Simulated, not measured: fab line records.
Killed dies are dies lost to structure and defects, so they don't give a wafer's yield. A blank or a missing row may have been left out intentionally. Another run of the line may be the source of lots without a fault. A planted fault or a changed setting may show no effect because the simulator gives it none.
fab line records -- flow sky130
[record] lots = 7, wafers = 21, lastDay = 50
route steps=708 shown SONOS_TUNNEL@156 SONOS_ONO@168 PAD_OPEN@708
lots with no fault: from the same line, run without faults
startH: hours from the record's first day to the start of the lot's first wafer shown -- waitH: hours elapsed since this lot's preceding step -- " identical to the entry in the row above -- L1.1+2: a single row standing in for several wafers -- - value missing, or start not given -- * or withheld: withheld -- < > ~ a bound
route shown NAME@n: a module of which the file shows steps, and the number in the route of the first -- usual: mean/standard deviation taken from wafers without a fault -- same: alike in all rows -- chamber/n: place in a boat -- sites: each site's reading -- _std_site: the standard deviation of these -- _edge_site: the outer-site mean with the inner-site mean subtracted -- radiusMm: for every site, how far away it sits from the centre of the wafer -- mask NAME#n: copy n -- behind: the tool/chamber that last shaped the wafer -- hold: why the lot was held/for how many hours/how that ended -- device: the n, p or np transistor that did not switch -- end of line: the same wafers' tests at the end of the route -- step lacking rows: just its recipe -- killed: not the wafer's yield, but the dies lost to structure and defects at the first sort -- map: a wafer's dies, marking killed ones x, the rest . and places with no die _
set.NAME: the setting as run; set.NAME@STEP: as run at that earlier step -- model.NAME: the simulator's own value behind a step, which no gauge read
a table for each step, a row for each wafer; lots at some steps of the route
services: a tool's chamber out of use, with start hour (startH, from the record's first day; less than 0 if before it), hours out, and reason
[[steps]]
[step SKY_SONOS_TUNNEL_COAT_02]
[recipe] resist = NOVOLAK, spinRpm = 3000, resistThkNm = 1140
[step SKY_SONOS_TUNNEL_SOFTBAKE_03]
[recipe] tempC = 90, timeS = 60, resist = NOVOLAK
[step SKY_SONOS_TUNNEL_EXPOSE_04]
[recipe] maskId = TUNM, na = 0.6, sourceShape = conventional, sigmaOuter = 0.6, polarization = unpolarized, targetCdNm = 410, doseMj = 136
[step SKY_SONOS_TUNNEL_PEB_05]
[recipe] tempC = withheld, timeS = *, resist = NOVOLAK
[step SKY_SONOS_TUNNEL_DEVELOP_06]
[recipe] resist = NOVOLAK, developer = TMAH, developTimeS = 60, devTempC = 23
[step SKY_SONOS_TUNNEL_CD_MEAS_07]
[recipe] targetCdNm = 410
[usual] cdNm = 409.3/2.7
lot.wafer,tool,chamber,startH,waitH,cdNm
L576.2,cdSem-02,-,279.19,0.1,409.2
L576.3,cdSem-02,-,279.19,0.1,406.9
L576.6,cdSem-02,-,279.19,0.1,411.5
L580.2,cdSem-01,-,313.14,0.1,409.3
L580.4,cdSem-01,-,313.14,0.1,409.0
L580.5,cdSem-01,-,313.14,0.1,409.2
L581.1,cdSem-02,-,314.98,0.1,407.3
L581.3,cdSem-02,-,314.98,0.1,406.3
L581.5,cdSem-02,-,314.98,0.1,406.8
L591.3,cdSem-02,-,402.17,0.1,410.4
L591.4,cdSem-02,-,402.17,0.1,411.5
L591.6,cdSem-02,-,402.17,0.1,410.5
L592.2,cdSem-02,-,404.55,0.1,408.3
L592.5,cdSem-02,-,404.55,0.1,410.1
L592.6,cdSem-02,-,404.55,0.1,410.3
L593.1,cdSem-01,-,414.93,0.1,411.2
L593.4,cdSem-01,-,414.93,0.1,411.1
L593.6,cdSem-01,-,414.93,0.1,411.1
L594.1,cdSem-01,-,428.67,0.1,409.0
L594.4,cdSem-01,-,428.67,0.1,407.9
L594.6,cdSem-01,-,428.67,0.1,410.6
[step SKY_SONOS_TUNNEL_OVL_MEAS_08]
[usual] SONOS_TUNNEL_OVL = 1.1/1.7
lot.wafer,tool,chamber,startH,waitH,SONOS_TUNNEL_OVL[nm]
L576.2,overlay-02,-,279.29,0.1,2.1
L576.3,overlay-02,-,279.29,0.1,0.4
L576.6,overlay-02,-,279.29,0.1,-0.8
L580.2,overlay-02,-,313.24,0.1,0.5
L580.4,overlay-02,-,313.24,0.1,-0.5
L580.5,overlay-02,-,313.24,0.1,-3.2
L581.1,overlay-01,-,315.10,0.1,-1.2
L581.3,overlay-01,-,315.10,0.1,1.4
L581.5,overlay-01,-,315.10,0.1,-2.0
L591.3,overlay-02,-,402.26,0.1,0.7
L591.4,overlay-02,-,402.26,0.1,3.6
L591.6,overlay-02,-,402.26,0.1,1.1
L592.2,overlay-01,-,404.65,0.1,1.8
L592.5,overlay-01,-,404.65,0.1,2.5
L592.6,overlay-01,-,404.65,0.1,2.0
L593.1,overlay-01,-,415.05,0.1,1.0
L593.4,overlay-01,-,415.05,0.1,0.3
L593.6,overlay-01,-,415.05,0.1,0.7
L594.1,overlay-01,-,428.79,0.1,1.2
L594.4,overlay-01,-,428.79,0.1,1.9
L594.6,overlay-01,-,428.79,0.1,1.7
[step SKY_SONOS_TUNNEL_IMPLANT_09]
[recipe] species = B, energyKev = 20, doseCm2 = 1e+12, tiltDeg = withheld
[step SKY_SONOS_TUNNEL_WET_ETCH_10]
[recipe] chemistry = dHF, targetDepthNm = 14, target = SiO2, dilution = 100:1, tempC = 25, timeS = 280
[step SKY_SONOS_TUNNEL_STRIP_11]
[recipe] chemistry = SPM, timeS = 600, tempC = 130
[step SKY_SONOS_TUNNEL_TW_MEAS_12]
[usual] SONOS_TUNNEL_TW = 195.6/1.2
lot.wafer,tool,chamber,startH,waitH,SONOS_TUNNEL_TW
L576.2,filmMetro-02,-,279.74,0.0,194.8
L576.3,filmMetro-02,-,279.74,0.0,196.1
L576.6,filmMetro-02,-,279.74,0.0,195.2
L580.2,filmMetro-04,-,313.70,0.0,196.8
L580.4,filmMetro-04,-,313.70,0.0,196.8
L580.5,filmMetro-04,-,313.70,0.0,196.5
L581.1,filmMetro-02,-,315.54,0.0,196.5
L581.3,filmMetro-02,-,315.54,0.0,195.7
L581.5,filmMetro-02,-,315.54,0.0,195.2
L591.3,filmMetro-02,-,402.71,0.0,194.9
L591.4,filmMetro-02,-,402.71,0.0,194.5
L591.6,filmMetro-02,-,402.71,0.0,193.8
L592.2,filmMetro-02,-,405.10,0.0,195.5
L592.5,filmMetro-02,-,405.10,0.0,195.2
L592.6,filmMetro-02,-,405.10,0.0,194.5
L593.1,filmMetro-04,-,415.50,0.0,198.2
L593.4,filmMetro-04,-,415.50,0.0,198.5
L593.6,filmMetro-04,-,415.50,0.0,198.2
L594.1,filmMetro-04,-,429.23,0.0,197.7
L594.4,filmMetro-04,-,429.23,0.0,198.3
L594.6,filmMetro-04,-,429.23,0.0,197.2
[step SKY_SONOS_TUNNEL_CLEAN_13]
[recipe] chemistry = dHF, timeS = 20, dilution = 100:1, dry = ipaMarangoni
[step SKY_SONOS_ONO_OXIDATION_00]
[recipe] tempC = 800, ambient = O2, idleTempC = 700, rampUpCPerMin = 10, rampDownCPerMin = 3, stabiliseS = 600, purgeS = 300, targetThkA = 26, oxTimeS = 1249
[usual] spikeTcBottomC = 821.9/2.3, spikeTcCentreC = 799.2/1.7, spikeTcLowerC = 800.8/1.1, spikeTcTopC = 808.8/3, spikeTcUpperC = 801.8/1.7, tubeCenterTempC = 800/0.067, tube_center_temp_C_max = 802.1/0.36, zonePowerCentrePct = 15.30/0.29, zonePowerLowerPct = 14.1/1.3, zonePowerTopPct = 26.7/2.5
[same] oxTimeS = 1249, purgeS = 300
lot.wafer,tool,chamber,startH,waitH,spikeTcBottomC,spikeTcCentreC,spikeTcLowerC,spikeTcTopC,spikeTcUpperC,tubeCenterTempC,tube_center_temp_C_max,zonePowerCentrePct,zonePowerLowerPct,zonePowerTopPct,model.SiO2_of_SONOS_ONO_OXIDATION_00.thkNm
L576.2,furnace-01,0,279.81,0.0,824.0,799.7,800.8,811.0,803.0,800.11,802.2,14.95,15.5,29.7,2.595
L576.3,furnace-01,0,279.81,0.0,824.3,801.8,803.5,810.8,803.4,800.03,802.2,15.25,15.2,29.2,2.584
L576.6,furnace-01,0,279.81,0.0,825.0,800.5,801.8,810.9,804.0,800.04,801.6,15.00,15.4,29.2,2.597
L580.2,furnace-02,0,316.34,2.6,818.8,795.4,800.3,806.6,798.8,800.11,801.9,15.59,12.8,23.8,2.59
L580.4,furnace-02,0,316.34,2.6,820.1,799.7,799.8,806.3,801.0,800,802.0,16.02,12.8,24.4,2.609
L580.5,furnace-02,0,316.34,2.6,820.2,799.1,801.3,807.6,800.9,800.03,801.9,15.24,12.5,24.6,2.607
L581.1,furnace-02,0,316.34,0.7,819.3,798.4,800.2,804.8,800.1,800,802.1,15.46,12.7,24.1,2.569
L581.3,furnace-02,0,316.34,0.7,820.2,797.8,801.6,806.3,801.4,799.98,802.4,15.45,12.6,24.0,2.581
L581.5,furnace-02,0,316.34,0.7,819.4,798.6,800.1,805.8,800.9,800.12,801.6,15.54,12.7,24.5,2.625
L591.3,furnace-01,0,403.80,1.0,794.2,770.6,772.2,782.9,771.3,769.99,772.0,14.37,14.4,28.1,1.693
L591.4,furnace-01,0,403.80,1.0,792.7,772.1,772.6,783.5,772.8,769.89,771.6,14.00,14.3,27.8,1.653
L591.6,furnace-01,0,403.80,1.0,795.3,770.9,770.6,782.3,773.7,770.09,771.8,14.01,14.3,27.4,1.679
L592.2,furnace-01,0,406.32,1.2,793.4,770.7,771.0,782.7,772.7,770.06,772.6,13.83,14.3,27.4,1.701
L592.5,furnace-01,0,406.32,1.2,796.4,770.1,770.4,780.8,773.1,769.88,772.1,14.09,14.6,27.0,1.729
L592.6,furnace-01,0,406.32,1.2,793.5,771.0,771.0,780.9,772.4,769.99,772.3,14.02,14.5,27.5,1.681
L593.1,furnace-01,0,415.97,0.4,792.0,769.9,771.9,783.2,774.4,769.97,771.8,13.83,14.7,27.6,1.672
L593.4,furnace-01,0,415.97,0.4,794.9,771.5,770.8,783.2,772.9,770,772.0,14.07,14.4,27.8,1.66
L593.6,furnace-01,0,415.97,0.4,795.1,771.9,771.7,782.6,770.9,770.03,772.0,14.05,14.4,28.0,1.666
L594.1,furnace-02,0,429.34,0.0,819.7,797.5,800.5,806.4,800.8,799.96,802.7,15.45,12.6,24.4,2.527
L594.4,furnace-02,0,429.34,0.0,818.3,797.9,798.5,804.3,801.7,800.02,802.1,15.53,12.6,24.3,2.551
L594.6,furnace-02,0,429.34,0.0,819.9,798.2,799.4,807.2,801.9,800.01,802.1,15.65,12.7,24.1,2.529
[step SKY_SONOS_ONO_THK_MEAS_01]
[recipe] reads = SiO2_of_SONOS_ONO_OXIDATION_00
[usual] SONOS_ONO_OXIDATION_THK = 2.60/0.052
lot.wafer,tool,chamber,startH,waitH,SONOS_ONO_OXIDATION_THK[nm]
L576.2,filmMetro-04,-,281.16,0.0,2.57
L576.3,filmMetro-04,-,281.16,0.0,2.52
L576.6,filmMetro-04,-,281.16,0.0,2.58
L581.1,filmMetro-04,-,317.69,0.0,2.56
L581.3,filmMetro-04,-,317.69,0.0,2.62
L581.5,filmMetro-04,-,317.69,0.0,2.60
L580.2,filmMetro-01,-,317.70,0.0,2.57
L580.4,filmMetro-01,-,317.70,0.0,2.59
L580.5,filmMetro-01,-,317.70,0.0,2.60
L591.3,filmMetro-01,-,405.17,0.0,1.68
L591.4,filmMetro-01,-,405.17,0.0,1.65
L591.6,filmMetro-01,-,405.17,0.0,1.70
L592.2,filmMetro-04,-,407.68,0.0,1.70
L592.5,filmMetro-04,-,407.68,0.0,1.74
L592.6,filmMetro-04,-,407.68,0.0,1.65
L593.1,filmMetro-04,-,417.32,0.0,1.70
L593.4,filmMetro-04,-,417.32,0.0,1.71
L593.6,filmMetro-04,-,417.32,0.0,1.64
L594.1,filmMetro-03,-,430.69,0.0,2.56
L594.4,filmMetro-03,-,430.69,0.0,2.54
L594.6,filmMetro-03,-,430.69,0.0,2.52
[step SKY_SONOS_ONO_CVD_02]
[recipe] material = Si3N4, precursor = DCS/NH3, targetThkNm = 10.5, tempC = 770, timeS = 180, pressureMtorr = 250
[step SKY_PAD_OPEN_PROBE_99]
[usual] killed_at_M0_to_M3 = 44/7.9, killed_at_M4_up = 3.1/2, killedAtContacts = 23/4.9, killedAtFrontEnd = 15/3.9, killedAtOther = 0.2/0.49, killedDies = 86/10, killedOnRim = 17/3.9, killedOpen = 47/7.1, killedShort = 39/7.1
[same] grossDies = 492, killedAtBackSide = 0
lot.wafer,tool,chamber,startH,waitH,killed_at_M0_to_M3,killed_at_M4_up,killedAtContacts,killedAtFrontEnd,killedAtOther,killedDies,killedOnRim,killedOpen,killedShort,model.etest.sonosErased.driveUaUm,model.etest.sonosUncharged.rOnOhmUm,model.etest.capOno.gateLog10ACm2,model.etest.capOno.gateBvV,model.etest.capOno.toxAccNm,model.etest.pfetG5v0d10v5.offLog10AUm,model.etest.sonosErased.vtV,model.etest.sonosBaked.vtLessV
L576.2,prober-02,-,1099.64,0.1,52,5,25,18,1,101,19,47,53,213.7,818.2,-8.028,16.77,12.96,-12.98,-2.291,-0.5209
L576.3,prober-02,-,1099.69,0.2,35,2,22,19,0,78,14,39,39,187.6,784.9,-7.828,16.45,12.81,-12.66,-2.32,-0.5465
L576.6,prober-02,-,1099.84,0.2,56,0,22,16,0,94,19,57,37,153.4,797.4,-8.139,16.7,12.96,-12.7,-2.217,-0.4936
L581.1,prober-01,-,1133.82,0.1,47,3,22,16,0,88,17,53,34,203.1,811.6,-7.853,16.39,12.83,-12.79,-2.337,-0.5013
L581.3,prober-01,-,1133.92,0.2,39,2,22,17,0,80,19,46,30,175.6,788.3,-7.818,16.52,12.75,-12.79,-2.314,-0.5494
L581.5,prober-01,-,1134.02,0.2,54,5,26,10,0,95,18,55,40,157.6,817.7,-8.08,17.07,13.04,-12.91,-2.203,-0.5084
L580.2,prober-01,-,1135.06,0.1,31,5,29,11,0,76,16,43,33,168.7,830,-8.11,16.47,13.04,-12.67,-2.208,-0.4806
L580.4,prober-01,-,1135.16,0.2,47,1,20,18,0,86,17,43,43,160.9,797.5,-8.162,16.76,13.09,-12.59,-2.172,-0.4598
L580.5,prober-01,-,1135.21,0.2,36,1,40,21,0,98,22,59,39,163.4,823.1,-7.981,16.08,12.97,-12.51,-2.219,-0.4839
L591.3,prober-01,-,1180.29,0.2,49,5,20,9,1,84,11,52,32,286.3,781,-6.628,15.47,11.96,-12.11,-2.719,-0.8802
L591.4,prober-01,-,1180.34,0.2,48,4,19,11,0,82,14,42,40,255.9,801.3,-6.626,15.3,11.86,-12.19,-2.694,-0.9002
L591.6,prober-01,-,1180.44,0.2,50,8,20,20,0,98,18,50,48,258.7,800.1,-6.582,15.43,11.76,-12.1,-2.72,-0.8663
L592.2,prober-02,-,1184.34,0.1,46,5,22,16,1,90,17,46,44,206,778.9,-6.827,15.27,12.02,-11.78,-2.634,-0.8357
L592.5,prober-02,-,1184.49,0.2,35,6,22,16,0,79,18,42,37,237.6,776.3,-7.006,15.35,12.12,-12.07,-2.642,-0.778
L592.6,prober-02,-,1184.54,0.2,43,2,27,7,0,79,15,44,35,223.7,792.8,-6.865,15.2,12.07,-12.22,-2.639,-0.8297
L593.1,prober-01,-,1186.32,0.1,50,0,20,16,1,87,18,50,35,270.1,775.3,-6.756,16.07,11.96,-12.15,-2.709,-0.8545
L593.4,prober-01,-,1186.47,0.2,60,3,25,16,2,106,23,49,57,255.7,801.1,-6.782,15.88,11.99,-12.34,-2.683,-0.8665
L593.6,prober-01,-,1186.57,0.2,28,4,19,14,0,65,9,36,29,236.8,794.8,-6.776,15.26,11.99,-12.19,-2.661,-0.8181
L594.1,prober-02,-,1195.55,0.1,47,6,18,19,0,90,19,52,38,178.9,844.5,-8.095,16.52,12.99,-12.65,-2.244,-0.4327
L594.4,prober-02,-,1195.70,0.2,36,2,27,14,1,80,18,44,36,188.8,823.5,-7.889,16.47,12.81,-12.61,-2.323,-0.5366
L594.6,prober-02,-,1195.80,0.2,47,5,20,16,0,88,21,51,37,205.8,806.2,-7.873,15.93,12.82,-12.59,-2.342,-0.5315
// killed by level:class
L576.2 VIA1:geometricParticle:open=11 METAL1:geometricParticle:short=8 VIA3:geometricParticle:open=7 LI_CONTACT:geometricParticle:open=7 VIA2:geometricParticle:open=7 POLY_GATE:geometricParticle:short=6 CONTACT:geometricParticle:short=6 CONTACT:geometricParticle:open=5
L576.3 CONTACT:geometricParticle:open=7 VIA1:geometricParticle:short=7 FIELD_ISO:geometricParticle:open=6 CONTACT:geometricParticle:short=6 VIA3:geometricParticle:open=5 FIELD_ISO:geometricParticle:short=4 VIA2:geometricParticle:short=4 METAL2:geometricParticle:short=4
L576.6 VIA1:geometricParticle:open=13 VIA3:geometricParticle:open=11 VIA1:geometricParticle:short=9 CONTACT:geometricParticle:open=8 METAL1:geometricParticle:short=7 VIA2:geometricParticle:open=7 VIA2:geometricParticle:short=6 FIELD_ISO:geometricParticle:open=5
L581.1 VIA1:geometricParticle:open=19 CONTACT:geometricParticle:open=9 LI_CONTACT:geometricParticle:open=7 VIA1:geometricParticle:short=7 POLY_GATE:geometricParticle:open=6 VIA2:geometricParticle:open=6 FIELD_ISO:geometricParticle:short=5 METAL3:geometricParticle:short=4
L581.3 CONTACT:geometricParticle:open=11 VIA1:geometricParticle:open=10 VIA1:geometricParticle:short=6 LI_CONTACT:geometricParticle:open=5 VIA3:geometricParticle:open=4 METAL2:geometricParticle:short=4 POLY_GATE:areaEtch=4 FIELD_ISO:geometricParticle:open=3
L581.5 VIA1:geometricParticle:open=20 METAL2:geometricParticle:short=10 CONTACT:geometricParticle:open=8 LI_CONTACT:geometricParticle:open=7 VIA2:geometricParticle:open=6 CONTACT:geometricParticle:short=5 METAL1:geometricParticle:short=5 POLY_GATE:geometricParticle:open=3
L580.2 CONTACT:geometricParticle:open=14 VIA1:geometricParticle:open=7 LOCAL_INTERCONNECT:geometricParticle:short=6 VIA3:geometricParticle:open=6 VIA2:geometricParticle:open=5 FIELD_ISO:geometricParticle:short=5 LI_CONTACT:geometricParticle:open=5 VIA1:geometricParticle:short=5
L580.4 VIA3:geometricParticle:open=9 CONTACT:geometricParticle:open=8 VIA1:geometricParticle:short=7 FIELD_ISO:geometricParticle:open=6 METAL3:geometricParticle:short=6 VIA1:geometricParticle:open=6 FIELD_ISO:geometricParticle:short=5 METAL2:geometricParticle:short=5
L580.5 CONTACT:geometricParticle:open=20 VIA1:geometricParticle:open=11 FIELD_ISO:geometricParticle:short=8 LI_CONTACT:geometricParticle:open=6 LOCAL_INTERCONNECT:geometricParticle:short=6 VIA2:geometricParticle:open=5 VIA3:geometricParticle:open=5 FIELD_ISO:geometricParticle:open=4
L591.3 VIA2:geometricParticle:open=10 VIA1:geometricParticle:open=9 VIA1:geometricParticle:short=8 VIA3:geometricParticle:open=8 LI_CONTACT:geometricParticle:open=7 CONTACT:geometricParticle:open=7 VIA3:geometricParticle:short=5 FIELD_ISO:geometricParticle:open=3
L591.4 VIA1:geometricParticle:open=12 VIA1:geometricParticle:short=9 VIA3:geometricParticle:open=6 CONTACT:geometricParticle:open=6 METAL2:geometricParticle:short=5 LI_CONTACT:geometricParticle:short=5 VIA2:geometricParticle:open=4 METAL4:geometricParticle:short=4
L591.6 VIA1:geometricParticle:open=16 FIELD_ISO:geometricParticle:short=9 CONTACT:geometricParticle:open=6 VIA1:geometricParticle:short=6 VIA3:geometricParticle:open=6 METAL3:geometricParticle:short=5 LOCAL_INTERCONNECT:geometricParticle:short=5 METAL2:geometricParticle:short=5
L592.2 CONTACT:geometricParticle:open=12 VIA1:geometricParticle:open=8 VIA1:geometricParticle:short=6 VIA2:geometricParticle:open=6 VIA3:geometricParticle:open=6 FIELD_ISO:geometricParticle:open=5 POLY_GATE:geometricParticle:short=5 METAL1:geometricParticle:short=5
L592.5 LI_CONTACT:geometricParticle:open=10 VIA2:geometricParticle:open=7 FIELD_ISO:geometricParticle:short=6 VIA1:geometricParticle:open=6 VIA2:geometricParticle:short=6 POLY_GATE:geometricParticle:short=5 METAL4:geometricParticle:short=5 CONTACT:geometricParticle:open=4
L592.6 LI_CONTACT:geometricParticle:open=8 CONTACT:geometricParticle:open=8 VIA3:geometricParticle:open=8 LOCAL_INTERCONNECT:geometricParticle:short=7 METAL2:geometricParticle:short=7 VIA2:geometricParticle:open=7 METAL1:geometricParticle:short=6 VIA1:geometricParticle:open=4
L593.1 VIA3:geometricParticle:open=10 VIA2:geometricParticle:open=8 VIA1:geometricParticle:open=7 VIA1:geometricParticle:short=7 METAL1:geometricParticle:short=6 LOCAL_INTERCONNECT:geometricParticle:short=5 CONTACT:geometricParticle:short=5 CONTACT:geometricParticle:open=4
L593.4 METAL1:geometricParticle:short=12 CONTACT:geometricParticle:open=10 VIA3:geometricParticle:open=9 VIA1:geometricParticle:open=8 POLY_GATE:geometricParticle:short=8 VIA1:geometricParticle:short=7 VIA2:geometricParticle:open=6 CONTACT:geometricParticle:short=5
L593.6 CONTACT:geometricParticle:open=8 VIA3:geometricParticle:open=7 FIELD_ISO:geometricParticle:short=5 POLY_GATE:geometricParticle:open=4 LI_CONTACT:geometricParticle:open=4 LI_CONTACT:geometricParticle:short=4 METAL1:geometricParticle:short=4 VIA1:geometricParticle:open=4
L594.1 VIA3:geometricParticle:open=10 VIA1:geometricParticle:open=9 VIA2:geometricParticle:open=7 VIA1:geometricParticle:short=6 METAL3:geometricParticle:open=6 FIELD_ISO:geometricParticle:open=5 LOCAL_INTERCONNECT:geometricParticle:short=5 CONTACT:geometricParticle:short=5
L594.4 CONTACT:geometricParticle:open=12 VIA1:geometricParticle:open=7 METAL1:geometricParticle:short=6 FIELD_ISO:geometricParticle:open=5 CONTACT:geometricParticle:short=5 METAL3:geometricParticle:short=5 METAL2:geometricParticle:short=5 VIA2:geometricParticle:open=5
L594.6 FIELD_ISO:geometricParticle:open=10 VIA1:geometricParticle:open=9 VIA2:geometricParticle:open=8 LI_CONTACT:geometricParticle:open=7 VIA3:geometricParticle:open=7 METAL2:geometricParticle:short=6 METAL3:geometricParticle:short=6 CONTACT:geometricParticle:open=5
[[services]]
tool,chamber,startH,hours,kind
furnace-02,-,296.09,4.8,repair
furnace-01,-,311.67,11.1,pm
furnace-01,-,322.81,4.2,pm
furnace-02,-,327.49,3.4,pm
furnace-02,-,332.23,3.7,pm
[[key]]
[firstSign] step = SKY_SONOS_ONO_OXIDATION_00, reading = tubeCenterTempC, direction = down, sigmas = 99+, usual = *, struck = *
[effect] step = SKY_SONOS_ONO_OXIDATION_00, reading = tube_center_temp_C_max, direction = down, sigmas = 83, usual = *, struck = *
[effect] step = SKY_SONOS_ONO_THK_MEAS_01, reading = SONOS_ONO_OXIDATION_THK, direction = down, sigmas = 17, usual = 2.60, struck = 1.69
[modelEffect] step = SKY_SONOS_ONO_OXIDATION_00, value = SiO2_of_SONOS_ONO_OXIDATION_00.thkNm, without = 2.627, struck = 1.681
[modelEffect] step = SKY_PAD_OPEN_PROBE_99, value = etest.sonosErased.driveUaUm, without = 194, struck = 247.9
metAt SKY_SONOS_ONO_OXIDATION_00
struckWafers L591.3,L591.4,L591.6,L592.2,L592.5,L592.6,L593.1,L593.4,L593.6
testerLeftOut L591,L592,L593
[fault] kind = processParameterDrift, tool = furnace-01, chamber = -, onsetH = 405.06, steps = SKY_SONOS_ONO_OXIDATION_00, channel = tempC, offset = *, shape = step, endH = 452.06, actsIn = *, stated = *
// testerLeftOut: of these lots the tester's yield and bins aren't shown, on N5 and GAA mostly nor the transistor test; their killed dies are dies lost to structure and defects alone, not to doping, threshold or leakage, so they don't give the yield
